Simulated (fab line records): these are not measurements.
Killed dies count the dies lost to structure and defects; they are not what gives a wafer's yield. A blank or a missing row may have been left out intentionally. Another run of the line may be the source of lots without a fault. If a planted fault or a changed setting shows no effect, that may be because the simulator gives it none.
8D (eight disciplines) problem report, filled in by code -- flow gf180mcu -- the parts of the form that need people (team, actions taken, sign-off) are left out

## 1. PROBLEM STATEMENT
Wafers free of any fault read -0.3 nm (standard deviation 1.4) for DUAL_GATE_OVL at GF_DUAL_GATE_OVL_MEAS_11, against a mean of 7.8 nm on 6 wafers of 2 lots. That puts it +5.8 standard deviations away from the usual mean.
First observed at day 11 11:44: wafer L956.4, on overlay-02. The record holds 24 wafers of 8 lots with a number at this step. By rule, "out" or "out of limits" means more than 4 standard deviations away from the usual mean. The other wafers with a number count as sound.

## 2. WHAT THIS IS AND IS NOT
question,is,is not
which readings at this step,DUAL_GATE_OVL,-
which lots,"L956, L957","L945, L946, L947, L948, L958, L960"
which wafers of those lots,all that have a number,-
read on which gauges,overlay-02,overlay-01
when,from day 11 11:44,"up to then (12 sound wafers); but 6 sound wafers of L958, L960 came after"

## 3. THE SUSPECTS, EACH WITH WHAT RULES IT OUT
Counting: a tool at any process step up to the reading remains a suspect when it ran all the lots that are out and ran no sound lot after the first of those.
- the gauge at GF_DUAL_GATE_OVL_MEAS_11: kept. All the wafers that are out were read on overlay-02, and no step on other tools shows them out.
- iline-stepper-01 at GF_DUAL_GATE_EXPOSE_08 (exposes mask Dualgate, target cd 700 nm): kept. It ran every lot that is out, first L956 (day 11 02:19), and no sound lot after that.
Remaining after the count are iline-stepper-01 at GF_DUAL_GATE_EXPOSE_08 and overlay-02 at GF_DUAL_GATE_OVL_MEAS_11.

## 4. THE CAUSE (what the simulator had put in)
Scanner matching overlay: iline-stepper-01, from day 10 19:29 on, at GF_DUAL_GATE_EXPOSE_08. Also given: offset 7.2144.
2 suspects survive the count, and this tool is in that group.

## 5. THE CHAIN OF EFFECTS, in route order
One row per reading whose mean, taken over the struck wafers that have a number, lies over 3 standard deviations from the usual. Readings are gone through only where the record gives a usual standard deviation; hours: the median, over the lots, of the time from a lot's start at the first step in this table giving one to that lot's start at this step; sigmas: the change measured in usual standard deviations.
hours,step,reading,usual,on struck wafers,change,sigmas
0,GF_DUAL_GATE_OVL_MEAS_11,DUAL_GATE_OVL,-0.3 nm,7.8,+8.1,+5.8

## 6. HOW IT WOULD HAVE BEEN CAUGHT EARLIER
Counted from the fault's start at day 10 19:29, it took 16 hours until the first out-of-limits reading at a measuring or inspecting step in this record, taken at day 11 11:44.
Lots out: 2; all had begun GF_DUAL_GATE_EXPOSE_08 on iline-stepper-01 by day 11 11:44. None of them would have been spared by holding the tool at that moment.
